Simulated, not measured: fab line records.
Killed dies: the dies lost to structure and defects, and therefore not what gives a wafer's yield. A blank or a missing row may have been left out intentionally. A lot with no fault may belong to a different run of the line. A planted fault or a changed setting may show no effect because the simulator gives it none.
A lot that was struck, set against a sound lot    flow sky130    37 out of 708 route steps
Sound: wafers L935.2, L935.3, L935.6. Struck: wafers L927.3, L927.4, L927.5. Last of all comes the cause.
At each step with rows: each side's tool, then ch and its chambers, then its first start. Under that, the readings that differ: sound wafers    struck wafers    difference of the means    sigmas: that difference in standard deviations of wafers without a fault.
alike: same words and numbers on both sides, and readings whose means sit less than 2 such deviations apart. not compared: any withheld reading, any reading some wafer has no value for, any bound like >300 that may hide the same value, and any number with overlapping values for which the record gives no deviation.
Wherever a step has rows on one side only, a row that says differs or no value, or a row with sigmas, the two part there. Non-overlapping numbers with no deviation appear without sigmas and do not part them. Lack of a reading on every wafer of one side parts them only where that side has two or more wafers.

first, 10 steps without rows for these wafers: SKY_LDD_LDN_SOFTBAKE_03 (time 60 s); SKY_LDD_LDN_EXPOSE_04 (exposes mask LDNTM, target cd 700 nm); SKY_LDD_LDN_PEB_05; SKY_LDD_LDN_DEVELOP_06 (develop time 60 s); SKY_LDD_LDN_IMPLANT_08; SKY_LDD_LDN_IMPLANT_09; SKY_LDD_LDN_IMPLANT_10; SKY_LDD_LDN_IMPLANT_11; SKY_LDD_LDN_STRIP_12 (strips in O2/N2); SKY_LDD_LDN_CLEAN_14 (cleans in SC1/SC2, time 150 s).
SKY_SPACER_CVD_00: deposits Si3N4 from DCS/NH3, target thk 43.1 nm, time 740 s.
  sound on lpcvd-02 ch 1, day 28 14:52; struck on lpcvd-02 ch 1, day 25 15:44
reading                                   sound              struck             difference  sigmas
spike_tc_bottom_C (C)                     790 787 788        775 775 775        -13         -4
spike_tc_centre_C (C)                     774.1 772.0 772.2  758.0 758.3 759.7  -14.1       -9
spike_tc_lower_C (C)                      769.7 768.6 769.5  753.8 756.5 755.6  -14.0       -15
spike_tc_top_C (C)                        781.6 783.4 783.8  770.2 769.4 769.4  -13.3       -7
spike_tc_upper_C (C)                      768.4 768.6 768.3  757.7 754.7 756.8  -12.0       -9
susceptor_temp_C (C)                      769.2 770.3 770.0  756.8 756.5 756.6  -13.2       -43
model.Si3N4_of_SPACER_CVD_00.thk_nm (nm)  43.43 43.47 43.68  33.75 34.19 34.08  -9.52       
  alike: zone_power_lower_pct
SKY_SPACER_THK_MEAS_01:
  sound on film_metro-04, day 28 16:04; struck on film_metro-01, day 25 17:47
reading                 sound           struck          difference  sigmas
SPACER_CVD_00_THK (nm)  43.4 43.4 43.7  33.8 34.2 34.1  -9.5        -25
  not compared: hold
SKY_SPACER_ETCHBACK_02: etches Si3N4 in CH3F/O2, stops on SiO2, time 46.7 s, target depth 45 nm.
  sound on rie_diel-04 ch 1,2, day 28 16:07; struck on rie_diel-03 ch 0,2, day 25 21:01
reading                   sound              struck                                                                      difference                    sigmas
hold                      - - -              await_dispo/3.2h/release await_dispo/3.2h/release await_dispo/3.2h/release  no value on the sound wafers  
oes_product_au (a.u.)     0.858 0.853 0.860  0.759 0.761 0.755                                                           -0.099                        -16
model.etch.depth_nm (nm)  43.43 43.47 43.68  33.75 34.19 34.08                                                           -9.52                         
  alike: ch3f_flow_sccm, drypump_motor_current_A, rf_fwd_power_W, throttle_valve_pct
  not compared: rf_hours_counter_h
then, 22 steps without rows for these wafers: SKY_POLY_CUT_DEHYDRATE_00 (time 60 s); SKY_POLY_CUT_HMDS_01 (prime time 60 s); SKY_POLY_CUT_COAT_02 (resist thk 60 nm); SKY_POLY_CUT_COAT_03 (resist thk 450 nm); SKY_POLY_CUT_SOFTBAKE_04 (time 90 s); SKY_POLY_CUT_EXPOSE_05 (exposes mask NPCM, target cd 270 nm); SKY_POLY_CUT_PEB_06; SKY_POLY_CUT_DEVELOP_07 (develop time 60 s); SKY_POLY_CUT_ETCH_10 (etches BARC in N2/H2, stops on SiO2, time 45.9 s, target depth 60 nm); SKY_POLY_CUT_ETCH_11 (etches Si3N4 in CF4/CH2F2/Ar, stops on poly-Si, time 42.5 s, target depth 60 nm); SKY_POLY_CUT_STRIP_12 (strips in O2/N2); SKY_SD_P_DEHYDRATE_00 (time 60 s); SKY_SD_P_HMDS_01 (prime time 60 s); SKY_SD_P_COAT_02 (resist thk 1140 nm); SKY_SD_P_SOFTBAKE_03 (time 60 s); SKY_SD_P_EXPOSE_04 (exposes mask PSDM, target cd 380 nm); SKY_SD_P_PEB_05; SKY_SD_P_DEVELOP_06 (develop time 60 s); SKY_SD_P_IMPLANT_09; SKY_SD_P_STRIP_10 (strips in O2/N2); SKY_RES_XHIGH_DEHYDRATE_00 (time 60 s); SKY_RES_XHIGH_HMDS_01 (prime time 60 s).
-- the record jumps here: 5 days lie between the struck wafers' starts before and after (it left off in module RES_XHIGH and takes up again in module SALICIDE, whose first step shown is number 361 of the route) --
SKY_SALICIDE_CLEAN_00: cleans in HF-last, time 30 s.
  sound on wet_bench-02 ch 3, day 33 08:28; struck on wet_bench-02 ch 3, day 30 16:14
reading                                   sound             struck            difference  sigmas
model.Si3N4_of_SPACER_CVD_00.thk_nm (nm)  42.45 42.49 42.7  32.78 33.21 33.1  -9.52       
-- the record jumps here: 17 days lie between the struck wafers' starts before and after (it left off in module SALICIDE and takes up again in module PAD_OPEN, whose first step shown is number 708 of the route) --
SKY_PAD_OPEN_PROBE_99:
  sound on prober-02, day 49 23:26; struck on prober-01, day 48 01:26
reading                                  sound              struck             difference  sigmas
model.etest.pfet_01v8.r_on_ohm_um        2964 2947 2925     2612 2576 2643     -335        
model.etest.nfet_g5v0d10v5.r_on_ohm_um   1872 1866 1847     1811 1804 1829     -47         
model.etest.sonos_uncharged.r_on_ohm_um  798.3 789.3 799.8  766.9 751.6 764.9  -34.7       
model.etest.res_pdiff.line_ohm_um        1369 1395 1381     1337 1352 1328     -43         
model.etest.pfet_01v8.drive_ua_um        187.9 190.2 190.8  216.1 221.9 214.9  +28.0       
model.etest.nfet_01v8_lvt.drive_ua_um    559.1 567 573.7    598.8 612.4 609.9  +40.4       
model.etest.sram_pfet_latch.drive_ua_um  136.6 137.5 142.3  162.8 166.6 165.5  +26.2       
  alike: killed_at_M0_to_M3, killed_at_M4_up, killed_at_contacts, killed_at_front_end, killed_at_other, killed_dies, killed_open, killed_short
  not compared: model.etest.pfet_g5v0d10v5.r_on_ohm_um

WHERE THEY PART
First at SKY_SPACER_CVD_00; last, within this record, at SKY_SPACER_ETCHBACK_02. Later steps at which nothing parts them and some readings are alike: SKY_PAD_OPEN_PROBE_99.

WHY: what had been put in by the simulator
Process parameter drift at SKY_SPACER_CVD_00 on lpcvd-02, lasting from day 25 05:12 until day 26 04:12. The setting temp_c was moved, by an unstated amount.
